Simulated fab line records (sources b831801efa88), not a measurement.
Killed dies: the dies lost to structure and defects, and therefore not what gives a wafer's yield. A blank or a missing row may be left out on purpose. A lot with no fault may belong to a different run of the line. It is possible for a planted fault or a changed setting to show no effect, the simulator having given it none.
Which tool did it? || flow gf180mcu || 21 wafers from 7 lots sampled at 2 of the route's 602 steps

## WHAT EACH GAUGE READ, for each wafer
GF_SALICIDE_RS_MEAS_04: a four-point-probe measurement.
{"lot": "L260", "measured": "day 16 00:16", "on": "film_metro-02", "SALICIDE_TIN_RS (ohm/sq)": "16.1 16.2 15.9"}
{"lot": "L262", "measured": "day 16 18:19", "on": "film_metro-02", "SALICIDE_TIN_RS (ohm/sq)": "16.3 16.2 16.3"}
{"lot": "L265", "measured": "day 17 20:07", "on": "film_metro-04", "SALICIDE_TIN_RS (ohm/sq)": "16.2 16.2 16.0"}
{"lot": "L267", "measured": "day 18 13:26", "on": "film_metro-02", "SALICIDE_TIN_RS (ohm/sq)": "16.7 16.2 16.1"}
{"lot": "L269", "measured": "day 19 08:05", "on": "film_metro-02", "SALICIDE_TIN_RS (ohm/sq)": "16.9 16.7 23.1"}
{"lot": "L279", "measured": "day 23 01:11", "on": "film_metro-02", "SALICIDE_TIN_RS (ohm/sq)": "16.4 16.1 16.3"}
{"lot": "L280", "measured": "day 23 10:56", "on": "film_metro-03", "SALICIDE_TIN_RS (ohm/sq)": "16.0 16.1 16.3"}

## WHICH TOOL RAN EACH LOT (tool, then ch and the chambers of the sampled wafers, then the start)
{"lot": "L260", "GF_SALICIDE_SPUTTER_02": "pvd_sputter-04, day 16 00:12"}
{"lot": "L262", "GF_SALICIDE_SPUTTER_02": "pvd_sputter-03, day 16 18:14"}
{"lot": "L265", "GF_SALICIDE_SPUTTER_02": "pvd_sputter-01, day 17 20:02"}
{"lot": "L267", "GF_SALICIDE_SPUTTER_02": "pvd_sputter-03, day 18 13:20"}
{"lot": "L269", "GF_SALICIDE_SPUTTER_02": "pvd_sputter-01, day 19 08:01"}
{"lot": "L279", "GF_SALICIDE_SPUTTER_02": "pvd_sputter-04, day 23 01:07"}
{"lot": "L280", "GF_SALICIDE_SPUTTER_02": "pvd_sputter-03, day 23 10:53"}
- GF_SALICIDE_SPUTTER_02: material Co, target thk 10 nm, time 20 s.

## THE ANSWER, worked out from the rows above alone
Rule: usual is defined by the lots themselves. Put in order of their means at a reading, lots are off if they are a third of the lots or fewer, leave a main group of 4 or more, and stand apart from it by a gap of 3 or more times the standard deviation of the main group's means; of several such gaps the widest counts. If all means in a main group match to the digits the tables above print for the reading, that group is not used. A lot without any number at a reading at which 4 lots or more have one is off too. Any other lot the step has rows for is counted as sound.
Off: L269, at GF_SALICIDE_RS_MEAS_04 (SALICIDE_TIN_RS). Main group: mean 16.2 ohm/sq, sd 0.094.
If a tool, at a process step before that reading, ran all the lots that are off and no sound lot after the first of them, it fits. The gauges at GF_SALICIDE_RS_MEAS_04 are tried like those tools. One fits: GF_SALICIDE_SPUTTER_02 on pvd_sputter-01. Its last sound lot is L265 (day 17 20:02), its first lot that is off L269 (day 19 08:01): a fault that began between those two fits.

## WHAT THE SIMULATOR HAD INSERTED
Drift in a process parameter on pvd_sputter-01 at GF_SALICIDE_SPUTTER_02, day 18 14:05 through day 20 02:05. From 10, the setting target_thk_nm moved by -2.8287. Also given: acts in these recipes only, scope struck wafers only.
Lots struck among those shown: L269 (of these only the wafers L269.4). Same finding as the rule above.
